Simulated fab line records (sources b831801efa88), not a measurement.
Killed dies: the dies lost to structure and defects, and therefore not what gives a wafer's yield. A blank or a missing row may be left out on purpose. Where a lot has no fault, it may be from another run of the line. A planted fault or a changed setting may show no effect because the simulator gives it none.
A struck lot beside a sound one || flow sky130 || 16 steps out of a route of 708
Sound: the wafers L419.4, L419.5, L419.6. Struck: wafers L424.1, L424.4. (L424.6 of the same lot was not struck and is left out.) The cause comes at the end.
At each step with rows: each side's tool, then ch and its chambers, then its first start. Under that, the readings that differ: sound wafers || struck wafers || difference of the means || sigmas: that difference in standard deviations of wafers without a fault.
alike: readings whose means differ by less than 2 such deviations, and words and numbers that are the same on both sides. not compared: withheld readings, readings that some wafer has no value for, bounds like >300 that may hide the same value, and numbers for which the record gives no deviation and whose values overlap.
A row with sigmas, a row that says differs or no value, or rows on one side alone: a step with any of these is where the two part. Numbers that don't overlap but have no deviation are shown without sigmas and don't part them. A reading that every wafer of one side lacks parts them only if that side has two wafers or more.

first, 2 steps without rows for these wafers: SKY_METAL3_PEB_11; SKY_METAL3_DEVELOP_12 (develop time 60 s).
SKY_METAL3_CD_MEAS_13 targets a cd of 300 nm.
  struck on cd sem-02, day 40 22:58; sound on cd sem-02, day 38 10:52
  alike: cd nm
SKY_METAL3_OVL_MEAS_14:
  struck on overlay-01, day 40 23:05; sound on overlay-02, day 38 10:57
  alike: METAL3_OVL
SKY_METAL3_DESCUM_15: chemistry O2, time 8 s.
  sound on rie metal-02 ch 0,1, day 38 10:59; struck on rie metal-02 ch 1, day 40 23:08
  alike: chamber pressure mTorr, drypump motor current A, oes product au, rf fwd power W
  not compared: rf hours counter h
SKY_METAL3_ETCH_16: etches BARC in N2/H2, stops on SiO2, time 88.2 s, target depth 60 nm.
  sound on rie metal-02 ch 0,1, day 38 11:02; struck on rie metal-02 ch 1, day 40 23:10
  alike: chamber pressure mTorr, drypump motor current A, oes product au, rf fwd power W, throttle valve pct
  not compared: rf hours counter h
SKY_METAL3_ETCH_17: etches SiO2 in C4F8/O2/Ar, stops on TiN, time 3.9 s, target depth 15 nm.
  sound on rie diel-01 ch 0,1,3, day 38 11:06; struck on rie diel-04 ch 2,3, day 40 23:16
  alike: chamber pressure mTorr, oes product au, rf fwd power W
  not compared: rf hours counter h
then, 1 step without rows for these wafers: SKY_METAL3_METAL_ETCH_18 (etches the open film in Cl2/BCl3, stops on SiO2, target depth 845 nm, time 183.1 s).
SKY_METAL3_STRIP_19: strips in O2/N2.
  sound on plasma asher-01 ch 0,1, day 38 11:20; struck on plasma asher-04 ch 0, day 40 23:27
{"reading": "drypump motor current A (A)", "sound": "5.6 5.1 5.5", "struck": "6.1 6.1", "difference": "+0.7", "sigmas": "+2"}
  alike: chamber pressure mTorr, o2 flow sccm, oes product au, strip time to endpoint s
  not compared: rf hours counter h
then, 3 steps without rows for these wafers: SKY_METAL3_STRIP_20 (strips in post etch residue remover, time 1200 s); SKY_METAL3_CLEAN_21 (cleans in IPA, time 180 s); SKY_METAL3_CLEAN_22 (cleans in O3/DIW).
SKY_VIA3_HDPCVD_00: deposits SiO2, target thk 1635 nm, time 272.5 s.
  sound on hdpcvd-02 ch 0,1,2, day 38 12:04; struck on hdpcvd-02 ch 1, day 41 00:03
{"reading": "run length s (s)", "sound": "299.8 300.2 300.4", "struck": "306.9 307.0", "difference": "+6.8", "sigmas": "+15"}
{"reading": "model.SiO2_of_VIA3_HDPCVD_00.thk nm (nm)", "sound": "1620 1621 1618", "struck": "1691 1681", "difference": "+66", "sigmas": ""}
  alike: susceptor temp C
SKY_VIA3_THK_MEAS_01:
  struck on film metro-04, day 41 00:13; sound on film metro-03, day 38 12:11
{"reading": "VIA3_HDPCVD_THK (nm)", "sound": "1620 1622 1617", "struck": "1691 1682", "difference": "+67", "sigmas": "+5"}
SKY_VIA3_CMP_02: polishes SiO2.
  sound on cmp-01 ch 1,2, day 38 12:16; struck on cmp-01 ch 2,3, day 41 00:22
  alike: motor current A
next, for these wafers, 1 step has no rows: SKY_PAD_OPEN_PROBE_99.

WHERE THEY PART
Last at SKY_VIA3_THK_MEAS_01 as far as this record goes, first at SKY_METAL3_STRIP_19. Later steps at which nothing parts them and some readings are alike: SKY_VIA3_CMP_02.

WHY: the cause the simulator had injected
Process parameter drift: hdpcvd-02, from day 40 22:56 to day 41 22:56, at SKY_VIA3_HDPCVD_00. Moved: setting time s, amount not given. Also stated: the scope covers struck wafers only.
